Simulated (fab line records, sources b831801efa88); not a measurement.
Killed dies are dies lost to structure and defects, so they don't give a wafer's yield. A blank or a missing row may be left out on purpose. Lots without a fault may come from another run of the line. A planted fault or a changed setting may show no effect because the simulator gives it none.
Which tool did it? | flow sky130 | 11 lots, 33 wafers sampled, at 6 steps of a route of 708

WHAT THE GAUGES READ, wafer by wafer
SKY_SONOS_ONO_THK_MEAS_03.
lot  | measured     | on            | SONOS_ONO_CVD_02_THK (nm)
L491 | day 12 01:30 | film_metro-01 | 10.45 10.48 10.61
L493 | day 12 15:43 | film_metro-02 | 10.66 10.51 10.61
L498 | day 14 15:50 | film_metro-01 | 10.56 10.67 10.60
L500 | day 15 06:43 | film_metro-02 | 10.41 10.62 10.49
L503 | day 16 05:17 | film_metro-03 | 10.82 10.67 10.86
L505 | day 16 20:44 | film_metro-02 | 10.37 10.47 10.55
L506 | day 17 03:07 | film_metro-03 | 10.47 10.56 10.45
L507 | day 17 13:05 | film_metro-02 | 10.38 10.35 10.28
L508 | day 18 01:28 | film_metro-03 | 10.88 10.74 10.74
L509 | day 18 11:17 | film_metro-02 | 10.58 10.52 10.60
L511 | day 18 19:31 | film_metro-03 | 10.49 10.53 10.49

SKY_POLY_GATE_OVL_MEAS_14.
lot  | measured     | on         | POLY_GATE_OVL (nm)
L491 | day 16 22:08 | overlay-01 | 0 7 3
L493 | day 17 16:55 | overlay-02 | 9 2 8
L498 | day 19 22:47 | overlay-02 | 8 2 4
L500 | day 20 13:47 | overlay-02 | 7 -1 6
L503 | day 21 16:44 | overlay-02 | 6 7 5
L505 | day 22 07:11 | overlay-02 | 8 5 9
L506 | day 22 16:52 | overlay-02 | 15 5 3
L507 | day 23 02:44 | overlay-01 | 5 2 6
L508 | day 23 11:28 | overlay-02 | 12 4 10
L509 | day 24 00:53 | overlay-02 | 2 6 11
L511 | day 24 08:11 | overlay-01 | 3 11 8

SKY_LDD_N_TW_MEAS_17.
lot  | measured     | on            | LDD_N_TW
L491 | day 18 08:31 | film_metro-03 | 2595 2596 2583
L493 | day 19 02:08 | film_metro-02 | 2721 2713 2712 2712 2703 2718
L498 | day 21 08:59 | film_metro-02 | 2704 2722 2725 2715 2706 2715
L500 | day 21 23:27 | film_metro-02 | 2615 2602 2627
L503 | day 23 02:40 | film_metro-03 | 2682 2680 2672 2676 2671 2678
L505 | day 23 16:43 | film_metro-03 | 2590 2570 2570
L506 | day 24 04:34 | film_metro-01 | 2600 2582 2603
L507 | day 24 11:55 | film_metro-01 | 2591 2595 2601
L508 | day 24 20:06 | film_metro-02 | 2609 2598 2596
L509 | day 25 10:13 | film_metro-02 | 2607 2590 2609
L511 | day 25 16:30 | film_metro-02 | 2605 2601 2601

WHICH TOOL RAN EACH LOT (tool, then ch and the chambers of the sampled wafers, then the start)
lot  | SKY_SONOS_ONO_STRIP_17               | SKY_LDD_N_IMPLANT_11            | SKY_LDD_N_STRIP_16
L491 | plasma_asher-04 ch 0,1, day 13 03:31 | implanter-03 ch 0, day 18 07:40 | plasma_asher-03 ch 0,1, day 18 08:24
L493 | plasma_asher-03 ch 0, day 13 18:50   | implanter-02 ch 0, day 19 00:58 | plasma_asher-02 ch 0,1, day 19 02:01
L498 | plasma_asher-02 ch 0,1, day 15 20:13 | implanter-04 ch 0, day 21 07:50 | plasma_asher-02 ch 0,1, day 21 08:53
L500 | plasma_asher-04 ch 0,1, day 16 12:20 | implanter-04 ch 0, day 21 22:37 | plasma_asher-03 ch 0,1, day 21 23:20
L503 | plasma_asher-03 ch 0,1, day 17 11:53 | implanter-04 ch 0, day 23 01:30 | plasma_asher-04 ch 0,1, day 23 02:34
L505 | plasma_asher-04 ch 0,1, day 18 03:35 | implanter-04 ch 0, day 23 15:52 | plasma_asher-03 ch 0,1, day 23 16:36
L506 | plasma_asher-02 ch 0,1, day 18 10:14 | implanter-02 ch 0, day 24 03:43 | plasma_asher-02 ch 0,1, day 24 04:27
L507 | plasma_asher-03 ch 0,1, day 18 19:53 | implanter-02 ch 0, day 24 11:04 | plasma_asher-03 ch 0, day 24 11:48
L508 | plasma_asher-03 ch 0,1, day 19 08:56 | implanter-04 ch 0, day 24 19:16 | plasma_asher-02 ch 1, day 24 19:59
L509 | plasma_asher-04 ch 0,1, day 19 20:01 | implanter-02 ch 0, day 25 09:22 | plasma_asher-03 ch 1, day 25 10:06
L511 | plasma_asher-02 ch 0,1, day 20 04:11 | implanter-03 ch 0, day 25 15:39 | plasma_asher-04 ch 0,1, day 25 16:24
- SKY_SONOS_ONO_STRIP_17: strips in O2/N2.
- SKY_LDD_N_IMPLANT_11
- SKY_LDD_N_STRIP_16: strips in O2/N2.

WHAT THE TOOLS THEMSELVES READ (means of the sampled wafers that have a number; where no wafer has one, the mark that the record gives instead)
SKY_SONOS_ONO_STRIP_17.
lot  | tool            | chamber_pressure_mTorr (mTorr) | drypump_motor_current_A (A) | oes_product_au (a.u.) | strip_time_to_endpoint_s (s)
L491 | plasma_asher-04 | 1500.4                         | 5.9                         | 0.709                 | 14.13
L493 | plasma_asher-03 | 1498.3                         | 6.0                         | 0.708                 | 14.15
L498 | plasma_asher-02 | 1501.4                         | 6.0                         | 0.714                 | 14.08
L500 | plasma_asher-04 | 1500.6                         | 5.8                         | 0.713                 | 14.11
L503 | plasma_asher-03 | 1500.1                         | 6.0                         | 0.708                 | 14.17
L505 | plasma_asher-04 | 1499.1                         | 5.9                         | 0.711                 | 14.14
L506 | plasma_asher-02 | 1499.7                         | 6.2                         | 0.712                 | 14.10
L507 | plasma_asher-03 | 1499.9                         | 6.0                         | 0.708                 | 14.13
L508 | plasma_asher-03 | 1500.2                         | 6.0                         | 0.709                 | 14.14
L509 | plasma_asher-04 | 1498.5                         | 5.4                         | 0.712                 | 14.08
L511 | plasma_asher-02 | 1498.2                         | 6.0                         | 0.711                 | 14.10

SKY_LDD_N_IMPLANT_11.
lot  | tool         | faraday_current_uA
L491 | implanter-03 | 427
L493 | implanter-02 | 426
L498 | implanter-04 | 430
L500 | implanter-04 | 425
L503 | implanter-04 | 420
L505 | implanter-04 | 427
L506 | implanter-02 | 426
L507 | implanter-02 | 429
L508 | implanter-04 | 414
L509 | implanter-02 | 422
L511 | implanter-03 | 412

SKY_LDD_N_STRIP_16.
lot  | tool            | chamber_pressure_mTorr (mTorr) | drypump_motor_current_A (A) | oes_product_au (a.u.) | strip_time_to_endpoint_s (s)
L491 | plasma_asher-03 | 1501.0                         | 6.0                         | 0.405                 | 4.344
L493 | plasma_asher-02 | 1501.1                         | 6.0                         | 0.408                 | 4.550
L498 | plasma_asher-02 | 1500.7                         | 6.0                         | 0.401                 | 4.522
L500 | plasma_asher-03 | 1501.7                         | 6.0                         | 0.408                 | 4.316
L503 | plasma_asher-04 | 1500.4                         | 5.4                         | 0.401                 | 4.527
L505 | plasma_asher-03 | 1500.7                         | 6.0                         | 0.407                 | 4.328
L506 | plasma_asher-02 | 1500.0                         | 6.0                         | 0.412                 | 4.326
L507 | plasma_asher-03 | 1500.8                         | 6.0                         | 0.407                 | 4.322
L508 | plasma_asher-02 | 1499.9                         | 6.4                         | 0.404                 | 4.320
L509 | plasma_asher-03 | 1500.3                         | 6.0                         | 0.404                 | 4.308
L511 | plasma_asher-04 | 1499.7                         | 5.4                         | 0.406                 | 4.333

THE ANSWER, worked out from the rows above alone
Rule: what is usual is taken from the lots themselves. Put in order of their means at a reading, lots are off if they are a third of the lots or fewer, leave a main group of 4 or more, and stand apart from it by a gap of 3 or more times the standard deviation of the main group's means; of several such gaps the widest counts. A main group whose means are all the same, to the digits that the tables above print for the reading, isn't used. A lot without any number at a reading at which 4 lots or more have one is off too. The other lots that the step has rows for count as sound. The gauges are gone through in route order, then the tools' own readings, and for those a lot's mean is taken as printed above. The first step at which some lot is off is used, and at that step the reading that is off furthest; a lot without a number counts as furthest.
Off: L493, L498, L503, at SKY_LDD_N_TW_MEAS_17 (LDD_N_TW). The main group: mean 2597, standard deviation 10.
A tool fits if, at a process step before that reading, it ran every lot that is off, and no sound lot after the first of them. The gauges at SKY_LDD_N_TW_MEAS_17 aren't tried: what is off there is off at SKY_LDD_N_STRIP_16 too, on other tools, and a gauge's error can't cause that. None of those tried fits.

WHAT THE SIMULATOR HAD PUT IN
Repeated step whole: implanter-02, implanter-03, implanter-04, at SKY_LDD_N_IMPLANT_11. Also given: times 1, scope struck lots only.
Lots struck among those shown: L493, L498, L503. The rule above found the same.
